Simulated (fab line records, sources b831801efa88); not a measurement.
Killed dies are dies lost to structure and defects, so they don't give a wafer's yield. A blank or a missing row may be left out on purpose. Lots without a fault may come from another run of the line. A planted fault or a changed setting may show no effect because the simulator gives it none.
One fault seen from 2 desks | flow sfq_line | each desk has only its own numbers; what lay behind them comes last

THE METROLOGY DESK
What the gauges read, lot by lot, whatever tool the lot ran on: means of the sampled wafers that have a number. A lot is out of limits, marked OUT, if its mean lies more than 4 standard deviations from the usual mean; the brackets give that distance.
Columns: A = I3_BOW at SFQ_I3_BOW_MEAS_922, usual 5 um
lot  | first seen here | A
L775 | day 33 16:10    | -1
L777 | day 34 04:11    | 17
L778 | day 35 21:04    | 2
L779 | day 36 02:47    | 16
L780 | day 36 06:05    | 6
L781 | day 36 13:44    | 20
L784 | day 43 12:47    | -14
L785 | day 49 11:38    | 9
L786 | day 49 20:35    | 1
L788 | day 50 08:38    | -9
L794 | day 52 12:04    | 5
L796 | day 53 09:02    | 7
L797 | day 54 02:49    | -3
This desk's finding: nothing out of limits on any of the 13 lots.

THE TOOL OWNER'S DESK: cmp-01
The tool's own readings at SFQ_TRILAYER_I3_CMP_CMP_082 (polishes SiO2): means of the sampled wafers that have a number, for each lot that ran on this tool. A lot is out of limits, marked OUT, if its mean lies more than 4 standard deviations from the usual mean; the brackets give that distance.
Columns: A = motor_current_A at SFQ_TRILAYER_I3_CMP_CMP_082, usual 10.2 A; B = slurry_flow_ml_min at SFQ_TRILAYER_I3_CMP_CMP_082, usual 150.0; C = time_to_endpoint_s at SFQ_TRILAYER_I3_CMP_CMP_082, usual 216 s
lot  | first seen here | A    | B     | C
L775 | day 33 13:10    | 9.2  | 150.3 | 215
L777 | day 34 01:10    | 9.9  | 149.7 | 224
L778 | day 35 18:04    | 10.5 | 150.0 | 212
L780 | day 36 03:34    | 9.2  | 150.3 | 217
L781 | day 36 10:44    | 10.4 | 149.7 | 215
L784 | day 43 09:47    | 9.7  | 150.0 | 218
L785 | day 49 09:05    | 9.8  | 149.7 | 226
L786 | day 49 17:35    | 9.4  | 149.9 | 198
L797 | day 53 23:47    | 9.8  | 150.0 | 219
This desk's finding: nothing out of limits on any of the 9 lots.

PUT TOGETHER
The metrology desk saw nothing out of limits.
The tool owner's desk saw nothing out of limits.

WHAT THE SIMULATOR HAD PUT IN
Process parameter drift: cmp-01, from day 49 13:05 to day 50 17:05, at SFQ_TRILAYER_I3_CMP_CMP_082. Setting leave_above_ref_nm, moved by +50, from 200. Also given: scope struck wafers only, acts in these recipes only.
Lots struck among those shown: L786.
